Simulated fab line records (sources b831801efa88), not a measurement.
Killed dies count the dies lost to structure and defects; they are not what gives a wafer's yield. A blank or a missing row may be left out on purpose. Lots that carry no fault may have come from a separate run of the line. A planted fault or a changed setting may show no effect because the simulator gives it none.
A struck lot beside a sound one + flow sfq_line + 26 steps out of a route of 325
Sound: wafers L131.1, L131.2, L131.4. Struck: wafer L144.3 (left out: L144.4, a lot-mate that was not struck); the cause follows at the end.
Each step with rows lists, per side, the tool, then ch with its chambers, then its first start. Under that, the readings that differ: sound wafers + struck wafers + difference of the means + sigmas: that difference in standard deviations of wafers without a fault.
alike: readings with means less than 2 such deviations apart, plus words and numbers identical on both sides. not compared: withheld readings, readings lacking a value on some wafer, bounds such as >300 that could conceal the same value, and numbers that have no deviation in the record and whose values overlap.
The two part at a step that has a row with sigmas, a row that says differs or no value, or rows on one side only. When numbers do not overlap yet have no deviation, they are printed without sigmas and do not part them. A reading missing from all wafers of one side parts the sides only when that side holds two or more wafers.

SFQ_L0_RS_MEAS_901: uses a four-point probe to measure.
  sound on film_metro-02 at day 2 03:34; struck on film_metro-02 at day 4 20:36
  alike: L0_MONX_KI_RS
SFQ_L0_THK_MEAS_902: measures by xrf.
  sound on film_metro-02 at day 2 03:41; struck on film_metro-02 at day 4 20:42
  alike: L0_MONX_KI_THK
then, 6 steps without rows for these wafers: SFQ_TRILAYER_L0_LITHO_COAT_010 (resist thk 62 nm); SFQ_TRILAYER_L0_LITHO_COAT_005 (resist thk 600 nm); SFQ_TRILAYER_L0_LITHO_SOFTBAKE_009; SFQ_TRILAYER_L0_LITHO_EXPOSE_006 (exposes mask L0, target cd 2000 nm); SFQ_TRILAYER_L0_LITHO_PEB_008 (peb time 60 s); SFQ_TRILAYER_L0_LITHO_DEVELOP_007 (time 60 s).
-- the record jumps here: 3 days lie between the struck wafers' starts before and after --
SFQ_TRILAYER_L0_BARC_OPEN_METAL_ETCH_010: etches BARC in O2, target depth 125 nm, time 41.7 s.
  sound on rie_metal-04 ch 0,1, day 4 23:50; struck on rie_metal-03 ch 0, day 8 04:39
  alike: drypump_motor_current_A, oes_product_au
  not compared: rf_hours_counter_h
then, 1 step without rows for these wafers: SFQ_TRILAYER_L0_ETCH_METAL_ETCH_008 (etches MoNx KI in SF6/O2, stops on SiO2, target depth 50 nm, time 25 s).
SFQ_TRILAYER_L0_STRIP_STRIP_009: strips in O2.
  sound on rie_metal-04 ch 0,1, day 4 23:56; struck on rie_metal-03 ch 0, day 8 04:56
  alike: drypump_motor_current_A, oes_product_au
  not compared: rf_hours_counter_h
then, 1 step without rows for these wafers: SFQ_TRILAYER_L0_STRIP_SOLV_CLEAN_010 (cleans in NMP, time 600 s).
SFQ_TRILAYER_L0_CAP_PECVD_011: deposits SiO2 from SiH4/N2O, time 13.333 s, target thk 60 nm.
  sound on pecvd-04 ch 0,1,2, day 5 00:43; struck on pecvd-02 ch 1, day 8 05:31
| reading                                             | sound             | struck | difference | sigmas |
|-----------------------------------------------------|-------------------|--------|------------|--------|
| model.SiO2_of_TRILAYER_L0_CAP_PECVD_011.thk_nm (nm) | 58.66 59.29 60.93 | 63.55  | +3.92      |        |
  alike: heater_power_w, throttle_valve_pct
then, 6 steps without rows for these wafers: SFQ_TRILAYER_L0_VIA_LITHO_COAT_018 (resist thk 62 nm); SFQ_TRILAYER_L0_VIA_LITHO_COAT_013 (resist thk 650 nm); SFQ_TRILAYER_L0_VIA_LITHO_SOFTBAKE_017; SFQ_TRILAYER_L0_VIA_LITHO_EXPOSE_014 (exposes mask L0V, target cd 700 nm); SFQ_TRILAYER_L0_VIA_LITHO_PEB_016 (peb time 60 s); SFQ_TRILAYER_L0_VIA_LITHO_DEVELOP_015 (time 60 s).
-- the record jumps here: 4 days lie between the struck wafers' starts before and after --
SFQ_L0V_OVL_MEAS_903:
  sound on overlay-02 at day 8 09:26; struck on overlay-02 at day 12 09:33
| reading      | sound     | struck | difference | sigmas |
|--------------|-----------|--------|------------|--------|
| L0V_OVL (nm) | -7 -7 -13 | 5      | +14        | +2     |
SFQ_TRILAYER_L0_VIA_BARC_OPEN_VIA_ETCH_021: etches BARC in O2, target depth 125 nm, time 41.7 s.
  sound on rie_diel-03 ch 0,1,3, day 8 09:28; struck on rie_diel-01 ch 2, day 12 09:35
  alike: drypump_motor_current_A, oes_product_au
  not compared: rf_hours_counter_h
SFQ_TRILAYER_L0_VIA_ETCH_VIA_ETCH_016: etches SiO2 in CHF3, stops on MoNx KI, target depth 80 nm.
  sound on rie_diel-03 ch 0,1,3, day 8 09:30; struck on rie_diel-01 ch 2, day 12 09:37
| reading                         | sound             | struck | difference | sigmas |
|---------------------------------|-------------------|--------|------------|--------|
| oes_product_au (a.u.)           | 0.837 0.839 0.852 | 0.876  | +0.033     | +4     |
| model.L0V.feature_depth_nm (nm) | 58.66 59.29 60.93 | 63.55  | +3.92      |        |
| model.etch.depth_nm (nm)        | 58.66 59.29 60.93 | 63.55  | +3.92      |        |
  alike: drypump_motor_current_A
SFQ_TRILAYER_L0_VIA_STRIP_STRIP_017: strips in O2.
  sound on rie_metal-01 ch 0,1, day 8 09:33; struck on rie_metal-03 ch 0, day 12 10:04
| reading               | sound             | struck | difference | sigmas |
|-----------------------|-------------------|--------|------------|--------|
| oes_product_au (a.u.) | 0.978 0.969 0.962 | 1.018  | +0.048     | +3     |
  alike: drypump_motor_current_A
  not compared: rf_hours_counter_h
then, 1 step without rows for these wafers: SFQ_TRILAYER_L0_VIA_STRIP_SOLV_CLEAN_018 (cleans in NMP, time 600 s).
SFQ_TRILAYER_M0_DEP_PRE_CLEAN_020: time 15 s.
  sound on pvd_sputter-05 at day 8 10:19; struck on pvd_sputter-06 at day 12 11:02
| reading                                             | sound             | struck | difference | sigmas |
|-----------------------------------------------------|-------------------|--------|------------|--------|
| model.SiO2_of_TRILAYER_L0_CAP_PECVD_011.thk_nm (nm) | 53.66 54.29 55.93 | 58.55  | +3.92      |        |
SFQ_TRILAYER_M0_DEP_SPUTTER_019: material Nb, target thk 200 nm, time 133.3 s.
  sound on pvd_sputter-05 at day 8 10:21; struck on pvd_sputter-06 at day 12 11:04
  alike: resputter_cathode_voltage_v, throttle_valve_pct

== WHERE THEY PART ==
First at SFQ_L0V_OVL_MEAS_903; last, within this record, at SFQ_TRILAYER_L0_VIA_STRIP_STRIP_017. Later steps at which nothing parts them and some readings are alike: SFQ_TRILAYER_M0_DEP_SPUTTER_019.

WHY: what had been put in by the simulator
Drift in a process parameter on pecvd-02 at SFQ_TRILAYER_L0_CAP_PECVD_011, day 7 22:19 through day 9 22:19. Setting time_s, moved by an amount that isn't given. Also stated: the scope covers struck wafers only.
